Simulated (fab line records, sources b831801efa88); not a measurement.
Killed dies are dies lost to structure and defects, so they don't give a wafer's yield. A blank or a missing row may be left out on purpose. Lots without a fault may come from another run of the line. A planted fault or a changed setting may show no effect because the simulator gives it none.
Chamber matching | flow gf180mcu | GF_V2_CVD_02 on pecvd-01: 3 sister chambers
The step deposits SiO2 from TEOS, target thk 850 nm, time 94.851 s. 6 wafers are shown with their chamber, then 8 later ones without.

WAFERS WITH THEIR CHAMBER
wafer  | chamber | heater_power_w (W) | heater_power_outer_w (W)
L086.2 | 1       | 629                | 362
L086.5 | 0       | 742                | 453
L088.2 | 1       | 530                | 278
L088.4 | 0       | 767                | 441
L088.5 | 2       | 525                | 296
L090.3 | 2       | 639                | 394

WAFERS WITHOUT THEIR CHAMBER
wafer  | heater_power_w (W) | heater_power_outer_w (W)
L090.4 | 528                | 283
L090.6 | 504                | 300
L091.1 | 595                | 319
L091.2 | 644                | 389
L091.3 | 721                | 409
L092.2 | 640                | 368
L092.4 | 586                | 357
L092.6 | 529                | 285

WHICH CHAMBER EACH WENT THROUGH
wafer  | from the rows above          | in truth
L090.4 | can't be placed: 1 or 2      | 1
L090.6 | can't be placed: 1 or 2      | 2
L091.1 | can't be placed: 1 or 2      | 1
L091.2 | can't be placed: 2 or 1 or 0 | 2
L091.3 | can't be placed: 0 or 2 or 1 | 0
L092.2 | can't be placed: 2 or 1 or 0 | 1
L092.4 | can't be placed: 2 or 1      | 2
L092.6 | can't be placed: 1 or 2      | 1
Placed correctly: 0 of 8. Can't be placed from these rows: 8 (the true chamber is among the candidates in 8). Placed wrongly: 0.
How it was worked out, from the rows above alone: a wafer's distance from a chamber is the root of the sum, over the readings, of the square of ((its reading less the chamber's mean) divided by the reading's scatter). The wafer belongs to the nearest chamber; if the next one is less than 2 further off, it can't be placed. A chamber's mean is the mean of its shown wafers. The scatter: the root of (the sum of the squares of (reading less its chamber's mean) over the shown wafers, divided by (wafers less chambers)).
